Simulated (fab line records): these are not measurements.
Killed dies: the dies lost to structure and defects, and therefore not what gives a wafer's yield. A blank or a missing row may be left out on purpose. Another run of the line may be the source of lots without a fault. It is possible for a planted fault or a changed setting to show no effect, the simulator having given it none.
fab line records -- flow sky130
[record] lots = 5, wafers = 15, last-day = 50
route steps=708 shown VIA3@587 METAL4@598 PAD_OPEN@708
lots that met no fault: taken from a fault-free run of the same line
start-h: hours from the record's first day to the start of the lot's first wafer shown -- wait-h: how many hours have passed since the lot's step before this one -- " repeats the value in the row above -- L1.1+2: a row that stands for several wafers -- - either no value or no given start -- * or withheld: withheld -- < > ~ a bound
route shown NAME@n: NAME is a module with steps in the file, n the number in the route of the first one -- usual: mean/standard deviation of fault-free wafers -- same: alike in all rows -- chamber/n: place in a boat -- sites: each site's reading -- _std_site: their standard deviation -- _edge_site: inner sites' mean taken away from outer sites' mean -- radius-mm: how far each site lies from the wafer's centre -- mask NAME#n: copy n -- behind: the tool/chamber that last shaped the wafer -- hold: cause of the lot's hold/its duration in hours/its outcome -- device: whichever transistor did not switch (one of n, p or np) -- end of line: the tests these same wafers got at the end of their route -- a step given without rows: its recipe and nothing more -- killed: dies lost to structure and defects at the first sort, not the wafer's yield -- map: a wafer's dies, marking killed ones x, the rest . and places with no die _
set.NAME: the setting that was run; set.NAME@STEP: the one run at that earlier step -- model.NAME: the simulator's own value behind a step, which no gauge read
lots seen at some steps along the route; tables by step, rows by wafer
services: from which hour (start-h, from the record's first day; less than 0 if before it) a tool's chamber was out of use, for how many hours, and why
[[steps]]
[step SKY_VIA3_ETCH_14]
[recipe] chemistry = N2/H2, target = BARC, ion-energy-ev = 200, source-w = 500, bias-w = 100, pressure-mtorr = 30, n2-flow-sccm = 100, h2-flow-sccm = 200, stop-on = SiO2, time-s = 45.9, target-depth-a = 600
[step SKY_VIA3_ETCH_15]
[recipe] target = SiO2, chemistry = C4F8/O2/Ar, target-depth-nm = 507, stop-on = TiN, mask-material = KrF-thick, source-w = 1500, bias-w = 1200, pressure-mtorr = 40, c4f8-flow-sccm = withheld, O2_flow_sccm = 6, Ar_flow_sccm = 300, time-s = 78
[usual] oes-product-au = 0.946/0.0049
[same] time-s = 78
lot.wafer,tool,chamber,start-h,wait-h,oes-product-au,rf-hours-counter-h
L969.2,rie-diel-01,2,936.36,0.0,0.948,4
L969.3,rie-diel-01,3,936.36,0.0,0.949,6
L969.5,rie-diel-01,0,936.36,0.0,0.953,-
L972.2,rie-diel-01,1,962.01,0.0,0.942,20
L972.3,rie-diel-01,2,962.01,0.0,0.947,5
L972.5,rie-diel-01,0,962.01,0.0,0.946,-
L978.2,rie-diel-03,0,1008.93,0.0,0.943,8
L978.4,rie-diel-03,3,1008.93,0.0,0.946,16
L978.5,rie-diel-03,3,1008.93,0.0,0.948,-
L987.1,rie-diel-03,1,1062.06,0.0,0.947,7
L987.2,rie-diel-03,3,1062.06,0.0,0.944,18
L987.5,rie-diel-03,1,1062.06,0.0,0.948,-
L990.1,rie-diel-01,2,1081.06,0.0,0.944,9
L990.3,rie-diel-01,0,1081.06,0.0,0.951,1
L990.4,rie-diel-01,1,1081.06,0.0,0.955,25
[step SKY_VIA3_STRIP_16]
[recipe] chemistry = O2/N2, power-w = 1400, pressure-mtorr = 1500, platen-temp-c = withheld, o2-flow-sccm = 3000, n2-flow-sccm = 300, overash-fraction = 0.5
[step SKY_VIA3_STRIP_17]
[recipe] chemistry = post-etch-residue-remover, time-s = 1200, temp-c = 72.5
[step SKY_VIA3_CLEAN_18]
[recipe] chemistry = IPA, time-s = 180, temp-c = 25
[step SKY_VIA3_CLEAN_19]
[recipe] chemistry = O3/DIW, dry = n2-spin
[step SKY_VIA3_SPUTTER_20]
[recipe] material = TiN, target-thk-nm = 20, chamber-pressure-pa = 5, power-w = 4000, time-s = 80
[usual] chamber-pressure-pa = 5.001/0.0099, throttle-valve-pct = 29.8/1.1
[same] time-s = 80
lot.wafer,tool,chamber,start-h,wait-h,chamber-pressure-pa,throttle-valve-pct
L969.2,pvd-sputter-03,-,937.01,0.0,4.977,30.2
L969.3,pvd-sputter-03,-,937.01,0.0,4.991,28.8
L969.5,pvd-sputter-03,-,937.01,0.0,5.003,30.6
L972.2,pvd-sputter-03,-,962.72,0.0,4.991,28.9
L972.3,pvd-sputter-03,-,962.72,0.0,4.998,30.0
L972.5,pvd-sputter-03,-,962.72,0.0,4.990,28.7
L978.2,pvd-sputter-04,-,1009.58,0.0,5.007,32.5
L978.4,pvd-sputter-04,-,1009.58,0.0,5.008,32.0
L978.5,pvd-sputter-04,-,1009.58,0.0,4.992,32.0
L987.1,pvd-sputter-03,-,1062.71,0.0,5.011,30.6
L987.2,pvd-sputter-03,-,1062.71,0.0,5.004,29.0
L987.5,pvd-sputter-03,-,1062.71,0.0,4.991,30.5
L990.1,pvd-sputter-01,-,1081.72,0.0,5.026,29.1
L990.3,pvd-sputter-01,-,1081.72,0.0,4.978,29.8
L990.4,pvd-sputter-01,-,1081.72,0.0,4.998,28.7
[step SKY_VIA3_CVD_21]
[recipe] material = W, target-thk-nm = 390, time-s = 117.31, temp-c = 400, pressure-torr = 40
[usual] heater-power-w = 778/45
[same] time-s = 117.31
lot.wafer,tool,chamber,start-h,wait-h,heater-power-w
L969.2,cvd-w-01,1,937.07,0.0,695
L969.3,cvd-w-01,0,937.07,0.0,799
L969.5,cvd-w-01,0,937.07,0.0,816
L972.2,cvd-w-01,0,962.78,0.0,802
L972.3,cvd-w-01,1,962.78,0.0,714
L972.5,cvd-w-01,1,962.78,0.0,687
L978.2,cvd-w-01,0,1009.65,0.0,803
L978.4,cvd-w-01,1,1009.65,0.0,711
L978.5,cvd-w-01,0,1009.65,0.0,798
L987.1,cvd-w-01,0,1062.77,0.0,794
L987.2,cvd-w-01,1,1062.77,0.0,691
L987.5,cvd-w-01,0,1062.77,0.0,789
L990.1,cvd-w-02,0,1081.78,0.0,830
L990.3,cvd-w-02,0,1081.78,0.0,824
L990.4,cvd-w-02,1,1081.78,0.0,773
[step SKY_VIA3_RS_MEAS_22]
[recipe] thk-meas-gauge = four-point-probe, reads = W_of_VIA3_CVD_21+TiN_of_VIA3_SPUTTER_20
[usual] VIA3_W_RS = 0.294/0.004
lot.wafer,tool,chamber,start-h,wait-h,VIA3_W_RS[ohm/sq]
L969.2,film-metro-04,-,937.21,0.1,0.296
L969.3,film-metro-04,-,937.21,0.1,0.289
L969.5,film-metro-04,-,937.21,0.1,0.288
L972.2,film-metro-03,-,962.94,0.1,0.284
L972.3,film-metro-03,-,962.94,0.1,0.290
L972.5,film-metro-03,-,962.94,0.1,0.290
L978.2,film-metro-03,-,1009.79,0.1,0.288
L978.4,film-metro-03,-,1009.79,0.1,0.291
L978.5,film-metro-03,-,1009.79,0.1,0.287
L987.1,film-metro-03,-,1062.89,0.1,0.287
L987.2,film-metro-03,-,1062.89,0.1,0.294
L987.5,film-metro-03,-,1062.89,0.1,0.287
L990.1,film-metro-02,-,1081.90,0.1,0.295
L990.3,film-metro-02,-,1081.90,0.1,0.295
L990.4,film-metro-02,-,1081.90,0.1,0.291
[step SKY_VIA3_THK_MEAS_23]
[recipe] thk-meas-gauge = xrf, reads = W_of_VIA3_CVD_21
[usual] VIA3_W_THK = 396/6.1
lot.wafer,tool,chamber,start-h,wait-h,VIA3_W_THK[nm]
L969.2,film-metro-04,-,937.32,0.1,401
L969.3,film-metro-04,-,937.32,0.1,409
L969.5,film-metro-04,-,937.32,0.1,413
L972.2,film-metro-03,-,963.05,0.1,408
L972.3,film-metro-03,-,963.05,0.1,397
L972.5,film-metro-03,-,963.05,0.1,399
L978.2,film-metro-03,-,1009.90,0.1,399
L978.4,film-metro-03,-,1009.90,0.1,392
L978.5,film-metro-03,-,1009.90,0.1,399
L987.1,film-metro-03,-,1063.01,0.1,407
L987.2,film-metro-03,-,1063.01,0.1,397
L987.5,film-metro-03,-,1063.01,0.1,406
L990.1,film-metro-02,-,1082.02,0.1,394
L990.3,film-metro-02,-,1082.02,0.1,397
L990.4,film-metro-02,-,1082.02,0.1,402
[step SKY_VIA3_CMP_24]
[recipe] stop-on = SiO2, t-overpolish-s = 20, down-force-psi = 3.5, platen-rpm = 60, target-thk-nm = 0, pad-velocity-m-s = 0.94248
[usual] motor-current-A = 10.6/0.95, overpolish-run-s = 19.999/0.0095, platen-rpm = 60.00/0.043, time-to-endpoint-s = 94/3
lot.wafer,tool,chamber,start-h,wait-h,motor-current-A,overpolish-run-s,platen-rpm,time-to-endpoint-s
L969.2,cmp-01,3,937.37,0.0,9.4,20.010,59.97,91
L969.3,cmp-01,1,937.37,0.0,11.3,20.009,60.08,96
L969.5,cmp-01,0,937.37,0.0,11.7,20.005,59.91,94
L972.3,cmp-01,1,963.10,0.0,10.5,20.008,59.94,96
L972.2,cmp-01,0,963.10,0.0,12.0,19.994,60.00,93
L972.5,cmp-01,1,963.10,0.0,10.7,20.002,59.90,93
L978.4,cmp-02,1,1009.95,0.0,12.0,20.005,60.08,93
L978.2,cmp-02,2,1009.95,0.0,9.1,20.010,60.00,98
L978.5,cmp-02,1,1009.95,0.0,11.3,19.996,60.07,95
L987.2,cmp-01,3,1063.12,0.1,9.5,19.991,60.05,92
L987.1,cmp-01,0,1063.12,0.1,11.9,19.993,60.00,94
L987.5,cmp-01,3,1063.12,0.1,9.8,19.990,60.01,97
L990.1,cmp-01,1,1082.13,0.1,11.1,20.000,59.97,96
L990.4,cmp-01,2,1082.13,0.1,10.1,19.982,60.03,94
L990.3,cmp-01,3,1082.13,0.1,9.0,19.992,60.03,95
[step SKY_METAL4_SPUTTER_00]
[recipe] material = Ti, target-thk-nm = 15, power-w = 3000, time-s = 10, chamber-pressure-pa = 0.4
[step SKY_METAL4_SPUTTER_01]
[recipe] material = TiN, target-thk-nm = 20, power-w = 6500, time-s = 16.7, chamber-pressure-pa = 0.4
[usual] chamber-pressure-pa = 0.3999/0.00083, throttle-valve-pct = 30.0/0.96
lot.wafer,tool,chamber,start-h,wait-h,chamber-pressure-pa,throttle-valve-pct,model.TiN_of_METAL4_SPUTTER_01.thk-nm
L969.2,pvd-sputter-02,-,937.69,0.0,0.3992,30.3,19.83
L969.3,pvd-sputter-02,-,937.69,0.0,0.4000,30.6,19.94
L969.5,pvd-sputter-02,-,937.69,0.0,0.3995,29.8,19.87
L972.2,pvd-sputter-02,-,963.42,0.0,0.4002,29.5,20.38
L972.3,pvd-sputter-02,-,963.42,0.0,0.4007,30.0,20.31
L972.5,pvd-sputter-02,-,963.42,0.0,0.4005,30.3,20.24
L978.2,pvd-sputter-02,-,1010.27,0.0,0.3982,29.6,19.13
L978.4,pvd-sputter-02,-,1010.27,0.0,0.3992,30.3,19.98
L978.5,pvd-sputter-02,-,1010.27,0.0,0.4019,30.4,19.62
L987.1,pvd-sputter-04,-,1063.39,0.0,0.3990,28.7,19.95
L987.2,pvd-sputter-04,-,1063.39,0.0,0.4001,31.8,20.03
L987.5,pvd-sputter-04,-,1063.39,0.0,0.4011,31.9,20.04
L990.1,pvd-sputter-03,-,1082.40,0.0,0.3990,28.5,19.68
L990.3,pvd-sputter-03,-,1082.40,0.0,0.4008,30.4,20
L990.4,pvd-sputter-03,-,1082.40,0.0,0.4011,28.8,20.16
[step SKY_METAL4_SPUTTER_02]
[recipe] material = AlCu, target-thk-nm = 735, power-w = 10600, time-s = 39.1, chamber-pressure-pa = 0.4
[usual] chamber-pressure-pa = 0.4000/0.00077, throttle-valve-pct = 30.0/0.95
[same] time-s = 39.1
lot.wafer,tool,chamber,start-h,wait-h,chamber-pressure-pa,throttle-valve-pct
L969.2,pvd-sputter-02,-,937.72,0.0,0.4002,30.5
L969.3,pvd-sputter-02,-,937.72,0.0,0.4006,30.4
L969.5,pvd-sputter-02,-,937.72,0.0,0.4004,29.7
L972.2,pvd-sputter-02,-,963.44,0.0,0.4014,29.6
L972.3,pvd-sputter-02,-,963.44,0.0,0.4007,30.5
L972.5,pvd-sputter-02,-,963.44,0.0,0.4007,30.5
L978.2,pvd-sputter-02,-,1010.30,0.0,0.3988,29.7
L978.4,pvd-sputter-02,-,1010.30,0.0,0.4003,30.2
L978.5,pvd-sputter-02,-,1010.30,0.0,0.3989,30.0
L987.1,pvd-sputter-04,-,1063.42,0.0,0.3996,28.5
L987.2,pvd-sputter-04,-,1063.42,0.0,0.4010,31.4
L987.5,pvd-sputter-04,-,1063.42,0.0,0.4008,31.8
L990.1,pvd-sputter-03,-,1082.43,0.0,0.4000,28.9
L990.3,pvd-sputter-03,-,1082.43,0.0,0.3995,30.5
L990.4,pvd-sputter-03,-,1082.43,0.0,0.4008,29.3
[step SKY_PAD_OPEN_PROBE_99]
[usual] defect-limited-yield = 82.5/1.9, killed_at_M0_to_M3 = 44/7.2, killed_at_M4_up = 2.9/1.8, killed-at-contacts = 24/5.6, killed-at-front-end = 15/4.2, killed-at-other = 0.4/0.71, killed-dies = 86/9.2, killed-on-rim = 16/3.6, killed-open = 47/7.2, killed-short = 39/5.7, sort_bin_3_pad_short = 0.9/0.4, sort_bin_5_function = 10.2/1.6, sort_bin_6_memory = 6.4/1.2, sort-n-pass = 406/9.2, sort-yield-pct = 82.5/1.9
[same] gross-dies = 492, killed-at-back-side = 0, sort_bin_4_leakage[%] = 0, sort_bin_8_speed[%] = 0
lot.wafer,tool,chamber,start-h,wait-h,defect-limited-yield[%],killed_at_M0_to_M3,killed_at_M4_up,killed-at-contacts,killed-at-front-end,killed-at-other,killed-dies,killed-on-rim,killed-open,killed-short,sort_bin_3_pad_short[%],sort_bin_5_function[%],sort_bin_6_memory[%],sort-n-pass,sort-yield-pct[%]
L969.2,prober-01,-,1083.62,0.1,85.0,35,0,23,15,1,74,13,30,43,1.2,8.5,5.3,418,85.0
L969.3,prober-01,-,1083.67,0.2,84.6,46,4,16,10,0,76,12,36,40,1.0,9.1,5.3,416,84.6
L969.5,prober-01,-,1083.77,0.2,82.3,43,1,29,12,2,87,17,50,35,0.8,10.2,6.7,405,82.3
L972.2,prober-02,-,1105.11,0.1,84.3,36,2,28,11,0,77,14,37,40,1.0,8.1,6.5,415,84.3
L972.3,prober-02,-,1105.16,0.2,81.5,46,2,29,13,1,91,26,51,40,1.2,10.4,6.9,401,81.5
L972.5,prober-02,-,1105.26,0.2,80.9,41,7,29,17,0,94,17,50,44,0.8,11.8,6.5,398,80.9
L978.2,prober-01,-,1144.62,0.1,82.3,46,5,22,14,0,87,14,51,35,0.6,10.2,6.9,405,82.3
L978.4,prober-01,-,1144.72,0.2,82.1,36,5,20,25,2,88,13,42,46,1.2,8.9,7.7,404,82.1
L978.5,prober-01,-,1144.77,0.2,80.5,46,4,28,17,1,96,16,56,40,1.2,10.4,7.9,396,80.5
L987.1,prober-01,-,1185.38,0.1,82.7,49,0,22,14,0,85,15,44,41,0.6,11.6,5.1,407,82.7
L987.2,prober-01,-,1185.43,0.1,83.7,40,3,28,9,0,80,16,50,29,0,10.2,6.1,412,83.7
L987.5,prober-01,-,1185.58,0.2,83.3,41,3,21,16,1,82,18,45,36,0.8,8.5,7.3,410,83.3
L990.1,prober-01,-,1200.18,0.1,83.9,37,4,22,16,0,79,13,38,40,1.6,7.9,6.5,413,83.9
L990.3,prober-01,-,1200.28,0.2,82.3,47,3,19,18,0,87,19,45,41,0.4,11.2,6.1,405,82.3
L990.4,prober-01,-,1200.33,0.2,85.4,35,4,21,11,1,72,18,41,29,0.6,9.6,4.5,420,85.4
// killed by level:class
L969.2 VIA1:geometric-particle:short=9 CONTACT:geometric-particle:open=9 VIA3:geometric-particle:open=9 FIELD_ISO:geometric-particle:short=6 LOCAL_INTERCONNECT:geometric-particle:short=6 VIA2:geometric-particle:short=5 CONTACT:geometric-particle:short=4 VIA1:geometric-particle:open=4
L969.3 METAL1:geometric-particle:short=9 VIA1:geometric-particle:open=8 VIA3:geometric-particle:short=7 VIA3:geometric-particle:open=6 LI_CONTACT:geometric-particle:open=5 VIA1:geometric-particle:short=5 VIA2:geometric-particle:open=4 POLY_GATE:geometric-particle:short=3
L969.5 VIA1:geometric-particle:open=9 LI_CONTACT:geometric-particle:open=8 VIA2:geometric-particle:open=8 LI_CONTACT:geometric-particle:short=7 VIA3:geometric-particle:open=7 FIELD_ISO:geometric-particle:open=6 CONTACT:geometric-particle:open=6 VIA1:geometric-particle:short=5
L972.2 CONTACT:geometric-particle:open=13 VIA1:geometric-particle:short=7 POLY_GATE:geometric-particle:short=5 CONTACT:geometric-particle:short=5 VIA3:geometric-particle:short=5 LI_CONTACT:geometric-particle:open=4 VIA1:geometric-particle:open=4 METAL2:geometric-particle:short=4
L972.3 CONTACT:geometric-particle:open=11 VIA1:geometric-particle:open=9 VIA2:geometric-particle:open=7 LI_CONTACT:geometric-particle:open=7 CONTACT:geometric-particle:short=7 VIA3:geometric-particle:open=7 VIA1:geometric-particle:short=6 METAL1:geometric-particle:short=5
L972.5 CONTACT:geometric-particle:open=12 VIA1:geometric-particle:open=10 VIA2:geometric-particle:open=10 VIA1:geometric-particle:short=7 FIELD_ISO:geometric-particle:short=6 LI_CONTACT:geometric-particle:open=6 CONTACT:geometric-particle:short=6 METAL4:geometric-particle:short=6
L978.2 VIA1:geometric-particle:open=15 CONTACT:geometric-particle:open=13 VIA2:geometric-particle:open=7 FIELD_ISO:geometric-particle:short=5 VIA3:geometric-particle:open=5 METAL3:geometric-particle:short=5 LI_CONTACT:geometric-particle:open=4 METAL1:geometric-particle:short=4
L978.4 VIA1:geometric-particle:open=10 POLY_GATE:geometric-particle:open=7 POLY_GATE:geometric-particle:short=7 LOCAL_INTERCONNECT:geometric-particle:short=5 CONTACT:geometric-particle:short=5 CONTACT:geometric-particle:open=5 METAL1:geometric-particle:short=5 METAL2:geometric-particle:short=5
L978.5 CONTACT:geometric-particle:open=11 VIA1:geometric-particle:open=11 LI_CONTACT:geometric-particle:open=10 METAL1:geometric-particle:short=8 METAL2:geometric-particle:short=6 FIELD_ISO:geometric-particle:open=5 VIA2:geometric-particle:open=5 FIELD_ISO:geometric-particle:short=4
L987.1 VIA1:geometric-particle:open=11 VIA2:geometric-particle:open=9 METAL2:geometric-particle:short=6 POLY_GATE:geometric-particle:short=5 LI_CONTACT:geometric-particle:open=5 CONTACT:geometric-particle:open=5 VIA1:geometric-particle:short=5 LOCAL_INTERCONNECT:geometric-particle:short=4
L987.2 CONTACT:geometric-particle:open=12 VIA1:geometric-particle:open=7 VIA2:geometric-particle:open=7 LI_CONTACT:geometric-particle:open=6 METAL1:geometric-particle:short=6 CONTACT:geometric-particle:short=5 METAL2:geometric-particle:open=4 VIA2:geometric-particle:short=4
L987.5 CONTACT:geometric-particle:open=10 METAL2:geometric-particle:short=10 VIA1:geometric-particle:open=7 VIA2:geometric-particle:open=6 VIA3:geometric-particle:open=5 FIELD_ISO:geometric-particle:open=4 CONTACT:geometric-particle:short=4 LOCAL_INTERCONNECT:geometric-particle:short=4
L990.1 VIA1:geometric-particle:open=7 CONTACT:geometric-particle:short=6 CONTACT:geometric-particle:open=6 VIA1:geometric-particle:short=6 LI_CONTACT:geometric-particle:open=5 METAL1:geometric-particle:short=5 LOCAL_INTERCONNECT:geometric-particle:short=4 METAL2:geometric-particle:short=4
L990.3 VIA1:geometric-particle:open=13 CONTACT:geometric-particle:open=8 VIA2:geometric-particle:open=8 METAL1:geometric-particle:short=7 METAL2:geometric-particle:short=7 FIELD_ISO:geometric-particle:short=6 FIELD_ISO:geometric-particle:open=5 CONTACT:geometric-particle:short=4
L990.4 VIA1:geometric-particle:open=7 CONTACT:geometric-particle:open=7 METAL1:geometric-particle:open=5 VIA3:geometric-particle:open=5 POLY_GATE:geometric-particle:open=4 LI_CONTACT:geometric-particle:open=4 LOCAL_INTERCONNECT:geometric-particle:short=4 VIA1:geometric-particle:short=4
[[services]]
tool,chamber,start-h,hours,kind
cmp-01,-,912.37,4.0,pm
cmp-02,-,919.82,1.0,repair
cmp-02,-,922.38,6.5,pm
pvd-sputter-03,-,923.71,4.6,repair
cmp-01,-,931.09,4.1,pm
pvd-sputter-03,-,944.22,2.4,repair
pvd-sputter-04,-,945.47,49.1,repair
rie-diel-01,3,947.52,70.4,repair
cvd-w-01,1,953.36,3.8,repair
cmp-02,-,963.24,0.7,repair
pvd-sputter-04,-,965.70,6.0,repair
rie-diel-01,0,976.53,17.7,repair
cvd-w-01,-,982.60,1.0,repair
pvd-sputter-01,-,983.36,9.2,repair
cvd-w-02,1,983.86,3.0,repair
cmp-02,-,987.21,4.1,pm
rie-diel-03,1,1015.15,8.8,repair
cmp-02,-,1017.71,1.4,repair
cvd-w-01,-,1017.93,4.3,repair
pvd-sputter-03,-,1018.01,11.2,repair
cvd-w-01,1,1032.64,9.4,repair
cmp-01,-,1046.07,1.1,repair
rie-diel-01,-,1049.40,1.9,repair
pvd-sputter-02,-,1079.00,1.2,repair
[[key]]
first-sign none at tools or gauges
[model-effect] step = SKY_METAL4_SPUTTER_01, value = TiN_of_METAL4_SPUTTER_01.thk-nm, without = 19.84, struck = 19.13
met-at SKY_METAL4_SPUTTER_01
struck-wafers L978.2
onset-between 963.42 1010.27
[fault] kind = process-parameter-drift, tool = pvd-sputter-02, chamber = -, onset-h = 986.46, steps = SKY_METAL4_SPUTTER_01, channel = time-s, offset = *, shape = step, end-h = 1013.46, acts-in = *, stated = *, scope = struck-wafers-only
